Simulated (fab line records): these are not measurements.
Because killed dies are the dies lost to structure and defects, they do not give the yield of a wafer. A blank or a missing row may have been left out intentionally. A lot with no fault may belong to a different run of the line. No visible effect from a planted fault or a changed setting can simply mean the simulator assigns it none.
What tool caused it? ; flow sky130 ; 14 lots with 39 wafers sampled at 5 steps, on a route of 708 steps

== WHAT EACH GAUGE READ, for each wafer ==
SKY_CONTACT_OVL_MEAS_15.
lot;measured;on;CONTACT_OVL (nm)
L520;day 32 04:07;overlay-02;0 7 -6
L521;day 32 13:46;overlay-01;3 10 10
L523;day 32 22:08;overlay-01;-1 7 0
L522;day 33 00:56;overlay-02;-4 -1 -6
L524;day 33 04:32;overlay-01;1 -3 -5
L525;day 33 15:14;overlay-01;6 -9 0
L526;day 33 21:22;overlay-01;-15 -4 -3
L527;day 34 03:19;overlay-02;9 8 9
L528;day 34 11:07;overlay-01;-3 4 -5
L536;day 36 18:38;overlay-02;5 -1
L537;day 37 00:46;overlay-02;-4 -9
L538;day 37 12:23;overlay-01;2 5
L542;day 38 14:29;overlay-02;6 5 0
L543;day 38 18:44;overlay-01;-5 -6 -6

SKY_METAL1_CD_MEAS_15: the cd target is 140 nm.
lot;measured;on;cd-nm (nm)
L520;day 33 08:55;cd-sem-02;139.2 139.5 139.5
L521;day 33 18:19;cd-sem-02;141.8 140.4 140.0
L523;day 34 02:11;cd-sem-02;137.8 139.7 139.0
L522;day 34 04:41;cd-sem-02;138.1 137.1 136.9
L524;day 34 08:08;cd-sem-01;140.3 138.6 140.4
L525;day 34 19:02;cd-sem-02;142.1 140.6 139.0
L526;day 35 00:53;cd-sem-01;144.5 143.9 143.2
L527;day 35 07:32;cd-sem-01;139.5 139.7 139.1
L528;day 35 14:47;cd-sem-01;135.4 136.6 136.5
L536;day 37 21:38;cd-sem-01;139.6 141.2
L537;day 38 02:44;cd-sem-01;142.3 141.2
L538;day 38 15:47;cd-sem-01;139.9 139.8
L542;day 39 17:43;cd-sem-02;137.9 139.1 138.5
L543;day 39 21:40;cd-sem-02;141.0 143.0 139.5

SKY_METAL1_OVL_MEAS_16.
lot;measured;on;METAL1_OVL (nm)
L520;day 33 09:02;overlay-01;5 -3 0
L521;day 33 18:25;overlay-02;-5 4 4
L523;day 34 02:17;overlay-02;3 -6 8
L522;day 34 04:48;overlay-02;-6 2 -4
L524;day 34 08:16;overlay-01;-4 -6 -2
L525;day 34 19:08;overlay-02;-2 4 5
L526;day 35 01:01;overlay-01;2 -2 6
L527;day 35 07:39;overlay-01;-2 -6 -6
L528;day 35 14:55;overlay-01;-2 1 -4
L536;day 37 21:45;overlay-02;3 1
L537;day 38 02:50;overlay-01;6 5
L538;day 38 15:53;overlay-01;2 4
L542;day 39 17:50;overlay-02;6 1 6
L543;day 39 21:46;overlay-01;2 -1 4

== EACH LOT AND THE TOOL THAT RAN IT (in order: tool; ch and the chambers of the sampled wafers; start) ==
lot;SKY_CONTACT_COAT_08;SKY_CONTACT_ETCH_16
L520;litho-track-03 ch 0, day 31 13:58;rie-diel-03 ch 1,2,3, day 32 04:10
L521;litho-track-03 ch 0, day 31 22:41;rie-diel-01 ch 0,2,3, day 32 13:48
L523;litho-track-01 ch 0, day 32 08:13;rie-diel-03 ch 0,2,3, day 32 22:10
L522;litho-track-03 ch 0, day 32 11:23;rie-diel-03 ch 0,2,3, day 33 00:58
L524;litho-track-02 ch 0, day 32 14:30;rie-diel-01 ch 0,1,3, day 33 04:34
L525;litho-track-01 ch 0, day 33 01:07;rie-diel-01 ch 0,1,3, day 33 15:16
L526;litho-track-03 ch 0, day 33 07:46;rie-diel-03 ch 0,1,2, day 33 21:24
L527;litho-track-02 ch 0, day 33 14:02;rie-diel-01 ch 0,1,3, day 34 03:21
L528;litho-track-02 ch 0, day 33 21:28;rie-diel-01 ch 0,3, day 34 11:09
L536;litho-track-02 ch 0, day 36 05:44;rie-diel-01 ch 1,3, day 36 18:40
L537;litho-track-02 ch 0, day 36 11:47;rie-diel-03 ch 0,3, day 37 00:48
L538;litho-track-02 ch 0, day 36 22:49;rie-diel-04 ch 0,1, day 37 12:25
L542;litho-track-03 ch 0, day 38 00:40;rie-diel-03 ch 0,1, day 38 14:31
L543;litho-track-03 ch 0, day 38 05:44;rie-diel-01 ch 0,1,2, day 38 18:46
- SKY_CONTACT_COAT_08: resist thk 60 nm.
- SKY_CONTACT_ETCH_16: etches BARC in N2/H2, stops on SiO2, time 45.9 s, target depth 60 nm.

== WHAT THE TOOLS THEMSELVES READ (means of the sampled wafers that have a number; where no wafer has one, the mark that the record gives instead) ==
SKY_CONTACT_ETCH_16.
lot;tool;drypump-motor-current-A (A);oes-product-au (a.u.);throttle-valve-pct (%)
L520;rie-diel-03;5.5;0.856;13.217
L521;rie-diel-01;5.8;0.856;13.234
L523;rie-diel-03;5.3;0.857;13.219
L522;rie-diel-03;5.3;0.859;13.223
L524;rie-diel-01;5.6;0.851;13.226
L525;rie-diel-01;5.6;0.853;13.231
L526;rie-diel-03;5.1;0.854;13.229
L527;rie-diel-01;5.6;0.857;13.230
L528;rie-diel-01;5.5;0.853;13.233
L536;rie-diel-01;5.5;0.884;13.238
L537;rie-diel-03;5.4;0.883;13.218
L538;rie-diel-04;5.2;0.871;13.236
L542;rie-diel-03;5.0;0.850;13.232
L543;rie-diel-01;5.9;0.856;13.223

== THE ANSWER, worked out from the rows above alone ==
Rule: the lots themselves supply what counts as usual. The widest of any qualifying gaps counts: lots, ordered by their means at a reading, are off when they make up no more than a third of the lots, leave a main group of 4 or more, and stand apart from it by 3 or more times the standard deviation of that group's means. The tables above print the reading to a certain number of digits; a main group whose means all agree to those digits is not used. Also off: a lot with no number at a reading for which 4 or more lots have one. Where the step has rows for the other lots, those lots are counted as sound. After the gauges, taken in route order, come the tools' own readings; for these a lot's mean is taken, as printed above. The first step at which some lot is off is used, and at that step the reading that is off furthest; a lot without a number counts as furthest.
Off at SKY_CONTACT_ETCH_16 (oes-product-au): L536, L537, L538. Mean 0.855 a.u. and standard deviation 0.0026 in the main group.
A tool fits if, at that step or a process step before it, it ran every lot that is off, and no sound lot after the first of them. One candidate fits, namely litho-track-02 at SKY_CONTACT_COAT_08. A fault onset in the window from L528 (day 33 21:28, its last sound lot) to L536 (day 36 05:44, its first lot off) fits.

== WHAT THE SIMULATOR HAD INSERTED ==
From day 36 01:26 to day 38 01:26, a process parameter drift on litho-track-02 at SKY_CONTACT_COAT_08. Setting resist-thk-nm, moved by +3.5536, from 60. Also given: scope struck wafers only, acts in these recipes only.
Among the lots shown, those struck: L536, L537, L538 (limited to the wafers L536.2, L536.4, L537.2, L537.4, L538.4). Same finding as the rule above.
